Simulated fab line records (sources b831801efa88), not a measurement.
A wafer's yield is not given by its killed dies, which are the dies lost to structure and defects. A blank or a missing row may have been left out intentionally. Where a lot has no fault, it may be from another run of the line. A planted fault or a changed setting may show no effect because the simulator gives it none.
Which tool is to blame? / flow sfq line / 39 wafers sampled from 13 lots at 1 step of a route of 325

== WHAT THE GAUGES READ, wafer by wafer ==
Not one reading of a measure or inspect step in the record can be checked against a usual standard deviation.

== TOOL THAT RAN EACH LOT (tool first, then ch and the chambers of the sampled wafers, then the start) ==
lot=L564; SFQ_TRILAYER_R5_ETCH_METAL_ETCH_139=rie metal-02 ch 0,1, day 55 10:21
lot=L565; SFQ_TRILAYER_R5_ETCH_METAL_ETCH_139=rie metal-04 ch 0,1, day 55 15:09
lot=L566; SFQ_TRILAYER_R5_ETCH_METAL_ETCH_139=rie metal-04 ch 0,1, day 55 18:45
lot=L567; SFQ_TRILAYER_R5_ETCH_METAL_ETCH_139=rie metal-02 ch 0,1, day 55 21:10
lot=L568; SFQ_TRILAYER_R5_ETCH_METAL_ETCH_139=rie metal-03 ch 0,1, day 56 04:35
lot=L569; SFQ_TRILAYER_R5_ETCH_METAL_ETCH_139=rie metal-04 ch 1, day 56 05:46
lot=L570; SFQ_TRILAYER_R5_ETCH_METAL_ETCH_139=rie metal-02 ch 0,1, day 56 06:59
lot=L572; SFQ_TRILAYER_R5_ETCH_METAL_ETCH_139=rie metal-03 ch 0,1, day 57 03:44
lot=L573; SFQ_TRILAYER_R5_ETCH_METAL_ETCH_139=rie metal-03 ch 0,1, day 59 14:19
lot=L575; SFQ_TRILAYER_R5_ETCH_METAL_ETCH_139=rie metal-03 ch 0,1, day 59 23:54
lot=L576; SFQ_TRILAYER_R5_ETCH_METAL_ETCH_139=rie metal-04 ch 0,1, day 64 15:48
lot=L578; SFQ_TRILAYER_R5_ETCH_METAL_ETCH_139=rie metal-02 ch 0, day 64 20:42
lot=L584; SFQ_TRILAYER_R5_ETCH_METAL_ETCH_139=rie metal-04 ch 0,1, day 66 11:56
- SFQ_TRILAYER_R5_ETCH_METAL_ETCH_139: etches the open film in Cl2, stops on SiO2, target depth 60 nm, time 40 s.

== WHAT THE TOOLS THEMSELVES READ (means of the sampled wafers that have a number; where no wafer has one, the mark that the record gives instead) ==
SFQ_TRILAYER_R5_ETCH_METAL_ETCH_139.
lot=L564; tool=rie metal-02; chamber pressure mTorr (mTorr)=10.004; drypump motor current A (A)=5.2; oes product au (a.u.)=0.992
lot=L565; tool=rie metal-04; chamber pressure mTorr (mTorr)=9.999; drypump motor current A (A)=5.4; oes product au (a.u.)=0.987
lot=L566; tool=rie metal-04; chamber pressure mTorr (mTorr)=10.004; drypump motor current A (A)=5.8; oes product au (a.u.)=0.989
lot=L567; tool=rie metal-02; chamber pressure mTorr (mTorr)=10.007; drypump motor current A (A)=5.2; oes product au (a.u.)=0.987
lot=L568; tool=rie metal-03; chamber pressure mTorr (mTorr)=10.006; drypump motor current A (A)=6.3; oes product au (a.u.)=0.993
lot=L569; tool=rie metal-04; chamber pressure mTorr (mTorr)=9.993; drypump motor current A (A)=5.0; oes product au (a.u.)=0.988
lot=L570; tool=rie metal-02; chamber pressure mTorr (mTorr)=10.005; drypump motor current A (A)=5.6; oes product au (a.u.)=0.984
lot=L572; tool=rie metal-03; chamber pressure mTorr (mTorr)=10.004; drypump motor current A (A)=6.4; oes product au (a.u.)=0.990
lot=L573; tool=rie metal-03; chamber pressure mTorr (mTorr)=9.987; drypump motor current A (A)=6.4; oes product au (a.u.)=0.984
lot=L575; tool=rie metal-03; chamber pressure mTorr (mTorr)=10.004; drypump motor current A (A)=6.4; oes product au (a.u.)=0.983
lot=L576; tool=rie metal-04; chamber pressure mTorr (mTorr)=10.002; drypump motor current A (A)=5.4; oes product au (a.u.)=0.981
lot=L578; tool=rie metal-02; chamber pressure mTorr (mTorr)=9.994; drypump motor current A (A)=4.8; oes product au (a.u.)=0.989
lot=L584; tool=rie metal-04; chamber pressure mTorr (mTorr)=10.003; drypump motor current A (A)=5.8; oes product au (a.u.)=0.950

== THE ANSWER, worked out from the rows above alone ==
Rule: what is usual is taken from the lots themselves. Put in order of their means at a reading, lots are off if they are a third of the lots or fewer, leave a main group of 4 or more, and stand apart from it by a gap of 3 or more times the standard deviation of the main group's means; of several such gaps the widest counts. A main group whose means are all the same, to the digits that the tables above print for the reading, isn't used. A lot without any number at a reading at which 4 lots or more have one is off too. Any other lot the step has rows for is counted as sound. After the gauges, taken in route order, come the tools' own readings; for these a lot's mean is taken, as printed above. At the first step where some lot is off, the reading lying furthest off is the one used; lots without a number count as furthest.
Off: L584, at SFQ_TRILAYER_R5_ETCH_METAL_ETCH_139 (oes product au). Main group: mean 0.987 a.u., sd 0.0035.
A tool fits if, at that step or a process step before it, it ran every lot that is off, and no sound lot after the first of them. One fits: SFQ_TRILAYER_R5_ETCH_METAL_ETCH_139 on rie metal-04. Its last sound lot is L576 (day 64 15:48), its first lot that is off L584 (day 66 11:56): a fault that began between those two fits.
On the lots that are off, the tool's own readings at SFQ_TRILAYER_R5_ETCH_METAL_ETCH_139 differ by more than 5 times the standard deviation of the sound lots' means, which bears it out; oes product au reads 0.950 a.u. there versus 0.987 a.u. on the sound lots.

== WHAT HAD BEEN PUT IN BY THE SIMULATOR ==
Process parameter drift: rie metal-04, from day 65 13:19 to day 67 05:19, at SFQ_TRILAYER_R5_ETCH_METAL_ETCH_139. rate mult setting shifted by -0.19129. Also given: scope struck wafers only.
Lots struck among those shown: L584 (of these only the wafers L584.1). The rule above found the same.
